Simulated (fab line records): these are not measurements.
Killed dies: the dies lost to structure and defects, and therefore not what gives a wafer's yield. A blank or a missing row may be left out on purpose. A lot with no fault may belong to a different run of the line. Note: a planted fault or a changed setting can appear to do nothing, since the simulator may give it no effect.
Comparing a struck lot with a sound one + flow sky130 + 14 steps out of a route of 708
Sound: the wafers L827.2, L827.3, L827.5. Struck: wafer L841.2. (L841.4, L841.5 of the same lot were not struck and are left out.) The cause comes at the end.
Order at every step that has rows: each side's tool, ch and its chambers, its first start. Under that, the readings that differ: sound wafers + struck wafers + difference of the means + sigmas: that difference in standard deviations of wafers without a fault.
alike: a reading whose means differ by less than 2 such deviations, as well as words and numbers matching on both sides. not compared: withheld readings; readings where some wafer has no value; bounds like >300 that might hide an equal value; numbers whose values overlap and for which the record gives no deviation.
The two part at a step that has a row with sigmas, a row that says differs or no value, or rows on one side only. Non-overlapping numbers with no deviation appear without sigmas and do not part them. A reading that every wafer of one side lacks parts them only if that side has two wafers or more.

SKY_VIA1_CD_MEAS_12 targets a cd of 150 nm.
  struck on cdSem-02, day 39 04:37; sound on cdSem-02, day 34 21:16
  alike: cdNm
SKY_VIA1_OVL_MEAS_13:
  struck on overlay-02, day 39 04:43; sound on overlay-02, day 34 21:23
  alike: VIA1_OVL
SKY_VIA1_ETCH_14: etches BARC in N2/H2, stops on SiO2, time 45.9 s, target depth 60 nm.
  sound on rieDiel-02 ch 0,1,2, day 34 21:25; struck on rieDiel-02 ch 3, day 39 04:45
  alike: drypumpMotorCurrentA, oesProductAu, throttleValvePct
  not compared: rfHoursCounterH
SKY_VIA1_ETCH_15: etches SiO2 in C4F8/O2/Ar, stops on TiN, target depth 351 nm, time 54 s.
  sound on rieDiel-02 ch 0,1,2, day 34 21:27; struck on rieDiel-02 ch 3, day 39 04:47
  alike: oesProductAu
  not compared: rfHoursCounterH
SKY_VIA1_STRIP_16: strips in O2/N2.
  sound on plasmaAsher-04 ch 0,1, day 34 21:30; struck on plasmaAsher-02 ch 0, day 39 04:50
  alike: drypumpMotorCurrentA, oesProductAu, stripTimeToEndpointS
  not compared: rfHoursCounterH
then, 4 steps without rows for these wafers: SKY_VIA1_STRIP_17 (strips in post etch residue remover, time 1200 s); SKY_VIA1_CLEAN_18 (cleans in IPA, time 180 s); SKY_VIA1_CLEAN_19 (cleans in O3/DIW); SKY_VIA1_SPUTTER_20 (material TiN, target thk 20 nm, time 80 s).
SKY_VIA1_CVD_21: deposits W, target thk 270 nm, time 80.902 s.
  sound on cvdW-02 ch 0,1, day 34 22:11; struck on cvdW-01 ch 1, day 39 05:32
| reading          | sound       | struck | difference | sigmas |
|------------------|-------------|--------|------------|--------|
| heaterPowerW (W) | 994 933 914 | 797    | -150       | -2     |
  alike: chamberPressureTorr, heaterPowerOuterW
SKY_VIA1_RS_MEAS_22: measures by four-point-probe.
  struck on filmMetro-01, day 39 05:38; sound on filmMetro-04, day 34 22:18
  alike: VIA1_W_RS
SKY_VIA1_THK_MEAS_23: measures by xrf.
  struck on filmMetro-01, day 39 05:45; sound on filmMetro-04, day 34 22:25
  alike: VIA1_W_THK
SKY_VIA1_CMP_24: polishes, stops on SiO2, t overpolish 15 s, target thk 0 nm.
  sound on cmp-01 ch 0,2,3, day 34 22:28; struck on cmp-02 ch 0, day 39 05:54
| reading             | sound                | struck | difference | sigmas      |
|---------------------|----------------------|--------|------------|-------------|
| overpolishRunS (s)  | 15.000 14.999 14.988 | 0.043  | -14.953    | -99 or more |
| timeToEndpointS (s) | 66 69 66             | 104    | +37        | +11         |
  alike: motorCurrentA
SKY_METAL2_SPUTTER_00: material Ti, target thk 15 nm, time 10 s.
  the record holds rows for the sound wafers here (pvdSputter-01, day 34 22:46) but none for the struck ones

## WHERE THEY PART
Last at SKY_METAL2_SPUTTER_00 as far as this record goes, first at SKY_VIA1_CVD_21.

WHY: the cause the simulator had injected
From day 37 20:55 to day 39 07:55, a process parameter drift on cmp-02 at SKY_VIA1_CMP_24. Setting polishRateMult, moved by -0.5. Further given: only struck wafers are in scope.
